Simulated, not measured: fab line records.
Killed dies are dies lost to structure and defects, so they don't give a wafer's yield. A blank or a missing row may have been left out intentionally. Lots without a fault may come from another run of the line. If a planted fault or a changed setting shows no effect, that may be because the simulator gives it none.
What tool caused it?	flow sky130	Sampling: 24 lots, 72 wafers, 6 of 708 route steps

== WHAT THE GAUGES SHOWED, per wafer ==
SKY_LDD_HVN_OVL_MEAS_07.
lot	measured	on	LDD_HVN_OVL (nm)
L074	day 20 01:55	overlay-02	2.9 0.8 2.6
L075	day 20 21:59	overlay-02	-0.1 1.2 -1.5
L076	day 21 12:56	overlay-02	-1.5 0.9 0.6
L077	day 21 18:20	overlay-02	-1.3 -2.7 -0.6
L078	day 22 00:32	overlay-02	-1.2 -3.2 -2.1
L079	day 22 08:10	overlay-02	0.4 0.5 2.6
L080	day 22 16:11	overlay-02	1.1 2.2 4.0
L081	day 23 02:05	overlay-02	4.0 3.3 2.5
L082	day 23 16:13	overlay-02	1.4 0.1 1.4
L083	day 24 02:47	overlay-01	1.1 -1.7 -1.6
L085	day 24 10:58	overlay-02	1.9 0.0 -1.1
L084	day 24 11:20	overlay-01	3.9 3.3 3.4
L086	day 24 23:10	overlay-01	-0.7 2.0 -0.1
L087	day 25 06:11	overlay-02	0.9 -0.5 -0.4
L088	day 25 19:44	overlay-02	-2.9 -1.5 -0.4
L089	day 26 11:30	overlay-02	0.5 2.2 1.4
L091	day 26 15:23	overlay-02	-1.2 -0.7 -0.9
L090	day 26 17:53	overlay-02	-0.2 -0.2 -1.0
L092	day 27 00:17	overlay-01	-0.5 -1.1 -1.3
L093	day 27 09:20	overlay-02	-1.4 -1.8 0.2
L095	day 27 11:53	overlay-02	-2.2 0.1 -1.3
L094	day 27 16:44	overlay-02	1.1 2.5 1.7
L096	day 27 21:17	overlay-02	2.1 2.4 1.0
L097	day 28 14:22	overlay-01	1.2 -0.1 -0.6

SKY_CAPM_OVL_MEAS_12.
lot	measured	on	CAPM_OVL (nm)
L074	day 37 06:37	overlay-02	1.7 2.7 1.5
L075	day 38 01:44	overlay-02	2.8 2.6 1.7
L076	day 38 12:38	overlay-02	3.1 5.0 3.7
L077	day 38 16:10	overlay-02	1.4 1.4 2.4
L078	day 38 20:56	overlay-01	1.9 1.2 2.6
L079	day 39 05:01	overlay-01	-0.2 1.1 1.0
L080	day 39 09:20	overlay-01	2.0 2.8 1.6
L081	day 39 21:16	overlay-02	-0.2 2.6 0.1
L082	day 40 09:01	overlay-02	1.8 0.6 1.4
L083	day 40 14:41	overlay-02	1.2 1.3 3.9
L085	day 40 20:26	overlay-01	0.0 -0.1 -0.4
L084	day 40 21:38	overlay-01	3.5 5.0 3.3
L086	day 41 06:52	overlay-01	3.0 1.2 3.4
L087	day 41 11:59	overlay-02	3.0 1.8 1.6
L088	day 41 22:25	overlay-02	0.7 2.2 1.8
L089	day 42 11:27	overlay-01	1.8 1.7 2.4
L091	day 42 13:35	overlay-02	2.4 -1.0 0.7
L090	day 42 19:43	overlay-02	2.6 4.9 4.3
L092	day 42 20:29	overlay-01	2.3 1.2 1.7
L093	day 43 07:25	overlay-01	1.4 1.2 0.6
L095	day 43 09:02	overlay-02	2.2 0.8 -0.1
L094	day 43 09:37	overlay-01	1.4 0.6 0.5
L096	day 43 12:08	overlay-02	0.1 -0.1 1.5
L097	day 44 05:07	overlay-01	0.7 0.8 2.3

SKY_METAL3_CD_MEAS_13 targets a cd of 300 nm.
lot	measured	on	cd_nm (nm)
L074	day 38 09:18	cd_sem-02	302.3 300.4 302.7
L075	day 39 03:28	cd_sem-02	299.0 298.6 299.2
L076	day 39 13:56	cd_sem-02	301.2 301.1 301.6
L077	day 39 18:01	cd_sem-01	298.7 298.6 298.1
L078	day 39 22:05	cd_sem-02	299.6 300.0 298.7
L079	day 40 06:32	cd_sem-02	300.0 300.6 300.3
L080	day 40 10:54	cd_sem-02	299.9 299.1 299.6
L081	day 40 21:43	cd_sem-02	300.8 300.8 300.0
L082	day 41 09:29	cd_sem-01	300.0 301.1 302.3
L083	day 41 15:18	cd_sem-02	300.4 302.0 299.1
L085	day 41 21:10	cd_sem-01	300.3 300.2 300.9
L084	day 41 22:19	cd_sem-01	299.6 301.4 300.3
L086	day 42 06:56	cd_sem-02	297.7 298.2 299.5
L087	day 42 12:13	cd_sem-02	298.7 298.7 298.3
L088	day 42 22:39	cd_sem-02	299.3 299.6 298.1
L089	day 43 10:59	cd_sem-02	300.7 301.2 300.8
L091	day 43 13:31	cd_sem-02	299.0 299.4 299.6
L090	day 43 19:40	cd_sem-01	299.7 299.3 299.1
L092	day 43 20:15	cd_sem-02	298.6 299.8 300.0
L093	day 44 06:46	cd_sem-02	300.4 300.4 302.4
L095	day 44 08:00	cd_sem-01	296.5 296.9 297.1
L094	day 44 08:38	cd_sem-02	299.6 298.7 299.6
L096	day 44 11:19	cd_sem-01	302.5 302.3 301.3
L097	day 45 04:15	cd_sem-02	297.5 298.4 297.8

SKY_CAP2M_THK_MEAS_04: measures by xrf.
lot	measured	on	CAP2M_TIN_THK (nm)
L074	day 39 13:41	film_metro-02	195.2 198.3 196.3
L075	day 40 07:52	film_metro-04	196.4 194.8 196.0
L076	day 40 17:46	film_metro-04	193.5 191.4 194.7
L077	day 40 21:49	film_metro-02	194.0 196.4 193.9
L078	day 41 02:15	film_metro-02	194.1 197.1 196.4
L079	day 41 10:04	film_metro-04	199.5 197.6 199.1
L080	day 41 14:00	film_metro-04	194.1 193.9 196.8
L081	day 42 01:29	film_metro-02	193.3 195.6 195.3
L082	day 42 12:58	film_metro-04	202.1 196.0 202.7
L083	day 42 18:31	film_metro-02	198.6 203.1 198.4
L085	day 43 00:35	film_metro-02	197.9 200.5 198.1
L084	day 43 01:26	film_metro-02	198.7 199.1 200.2
L086	day 43 11:02	film_metro-02	200.3 196.5 194.3
L087	day 43 15:04	film_metro-01	197.1 198.4 200.9
L088	day 44 01:18	film_metro-02	194.0 198.1 193.0
L089	day 44 14:50	film_metro-04	192.0 194.6 198.4
L091	day 44 16:13	film_metro-01	201.4 201.8 200.3
L090	day 44 21:13	film_metro-04	202.4 199.7 196.7
L092	day 44 22:03	film_metro-04	197.7 197.7 195.4
L093	day 45 08:05	film_metro-02	196.2 201.1 197.1
L095	day 45 09:19	film_metro-02	196.2 195.4 193.9
L094	day 45 10:23	film_metro-01	199.2 201.2 198.5
L096	day 45 12:14	film_metro-04	199.3 193.3 195.1
L097	day 46 05:07	film_metro-02	199.1 194.9 194.5

== EACH LOT AND THE TOOL THAT RAN IT (in order: tool; ch and the chambers of the sampled wafers; start) ==
lot	SKY_METAL1_SPUTTER_00	SKY_METAL3_ETCH_16
L074	pvd_sputter-03, day 31 11:38	rie_metal-02 ch 0,1, day 38 09:28
L075	pvd_sputter-01, day 32 08:43	rie_metal-04 ch 0,1, day 39 03:39
L076	pvd_sputter-03, day 32 19:42	rie_metal-04 ch 0,1, day 39 14:07
L077	pvd_sputter-03, day 33 01:17	rie_metal-01 ch 0,1, day 39 18:13
L078	pvd_sputter-03, day 33 04:57	rie_metal-01 ch 1, day 39 22:16
L079	pvd_sputter-03, day 33 14:04	rie_metal-02 ch 0,1, day 40 06:43
L080	pvd_sputter-04, day 33 19:39	rie_metal-02 ch 0,1, day 40 11:05
L081	pvd_sputter-01, day 34 07:03	rie_metal-04 ch 0,1, day 40 21:54
L082	pvd_sputter-03, day 34 18:15	rie_metal-01 ch 0,1, day 41 09:39
L083	pvd_sputter-04, day 35 00:03	rie_metal-04 ch 0,1, day 41 15:29
L085	pvd_sputter-04, day 35 08:11	rie_metal-04 ch 0,1, day 41 21:21
L084	pvd_sputter-03, day 35 10:15	rie_metal-04 ch 0,1, day 41 22:30
L086	pvd_sputter-04, day 35 20:03	rie_metal-02 ch 0,1, day 42 07:07
L087	pvd_sputter-03, day 36 00:41	rie_metal-01 ch 0,1, day 42 12:25
L088	pvd_sputter-03, day 36 12:58	rie_metal-02 ch 0,1, day 42 22:49
L089	pvd_sputter-01, day 37 02:21	rie_metal-04 ch 0,1, day 43 11:08
L091	pvd_sputter-03, day 37 05:28	rie_metal-04 ch 0,1, day 43 13:41
L090	pvd_sputter-03, day 37 11:00	rie_metal-04 ch 0,1, day 43 19:52
L092	pvd_sputter-03, day 37 12:57	rie_metal-02 ch 0,1, day 43 20:25
L093	pvd_sputter-03, day 38 00:30	rie_metal-01 ch 0,1, day 44 06:58
L095	pvd_sputter-04, day 38 00:51	rie_metal-01 ch 0,1, day 44 08:10
L094	pvd_sputter-04, day 38 02:17	rie_metal-02 ch 0, day 44 08:52
L096	pvd_sputter-03, day 38 06:01	rie_metal-02 ch 0, day 44 11:34
L097	pvd_sputter-01, day 38 23:23	rie_metal-04 ch 0,1, day 45 04:25
- SKY_METAL1_SPUTTER_00: material Ti, target thk 15 nm, time 10 s.
- SKY_METAL3_ETCH_16: etches BARC in N2/H2, stops on SiO2, time 88.2 s, target depth 60 nm.

== WHAT THE TOOLS THEMSELVES READ (means of the sampled wafers that have a number; where no wafer has one, the mark that the record gives instead) ==
SKY_METAL1_SPUTTER_00.
lot	tool	cathode_dc_power_W (W)	throttle_valve_pct (%)
L074	pvd_sputter-03	3000.4	30.8
L075	pvd_sputter-01	2999.6	30.2
L076	pvd_sputter-03	2999.8	31.1
L077	pvd_sputter-03	2999.6	29.8
L078	pvd_sputter-03	2999.9	29.7
L079	pvd_sputter-03	2999.9	30.8
L080	pvd_sputter-04	2999.8	29.1
L081	pvd_sputter-01	2999.8	30.7
L082	pvd_sputter-03	2999.6	30.9
L083	pvd_sputter-04	3000.1	28.8
L085	pvd_sputter-04	3000.1	30.2
L084	pvd_sputter-03	3000.4	30.7
L086	pvd_sputter-04	3000.4	29.1
L087	pvd_sputter-03	2999.4	30.8
L088	pvd_sputter-03	2999.5	30.1
L089	pvd_sputter-01	3000.5	30.9
L091	pvd_sputter-03	3000.4	30.8
L090	pvd_sputter-03	3000.4	30.2
L092	pvd_sputter-03	3000.5	30.7
L093	pvd_sputter-03	2999.4	30.0
L095	pvd_sputter-04	2999.8	30.4
L094	pvd_sputter-04	3000.1	29.4
L096	pvd_sputter-03	3000.1	31.6
L097	pvd_sputter-01	3000.5	30.3

SKY_METAL3_ETCH_16.
lot	tool	drypump_motor_current_A (A)	oes_product_au (a.u.)	rf_fwd_power_W (W)	throttle_valve_pct (%)
L074	rie_metal-02	6.2	0.621	498.9	13.217
L075	rie_metal-04	5.5	0.629	497.8	13.207
L076	rie_metal-04	5.5	0.622	495.6	13.208
L077	rie_metal-01	6.0	0.625	498.1	13.202
L078	rie_metal-01	5.4	0.628	495.9	13.197
L079	rie_metal-02	5.9	0.625	498.7	13.216
L080	rie_metal-02	6.2	0.626	498.7	13.201
L081	rie_metal-04	5.6	0.622	497.5	13.203
L082	rie_metal-01	6.0	0.624	496.2	13.204
L083	rie_metal-04	5.7	0.628	498.3	13.199
L085	rie_metal-04	5.5	0.626	496.5	13.204
L084	rie_metal-04	5.5	0.621	497.3	13.204
L086	rie_metal-02	5.9	0.626	499.4	13.193
L087	rie_metal-01	5.7	0.626	494.9	13.214
L088	rie_metal-02	5.9	0.623	496.8	13.203
L089	rie_metal-04	5.5	0.627	496.6	13.193
L091	rie_metal-04	5.5	0.626	495.7	13.198
L090	rie_metal-04	5.5	0.625	498.7	13.209
L092	rie_metal-02	6.2	0.622	497.6	13.205
L093	rie_metal-01	5.7	0.622	496.9	13.207
L095	rie_metal-01	5.7	0.626	493.9	13.217
L094	rie_metal-02	6.5	0.628	500.0	13.200
L096	rie_metal-02	6.5	0.625	500.1	13.212
L097	rie_metal-04	5.6	0.623	495.2	13.207

== THE ANSWER, worked out from the rows above alone ==
Rule: usual is defined by the lots themselves. Put in order of their means at a reading, lots are off if they are a third of the lots or fewer, leave a main group of 4 or more, and stand apart from it by a gap of 3 or more times the standard deviation of the main group's means; of several such gaps the widest counts. The tables above print the reading to a certain number of digits; a main group whose means all agree to those digits is not used. Also off: a lot with no number at a reading for which 4 or more lots have one. All remaining lots with rows at the step are treated as sound. First the gauges in route order, then the tools' own readings, where a lot's mean is used as printed above. The first step at which some lot is off is used, and at that step the reading that is off furthest; a lot without a number counts as furthest.
Across all readings shown, no lot is off: no conclusion can be drawn from this.

== WHAT THE SIMULATOR HAD INSERTED ==
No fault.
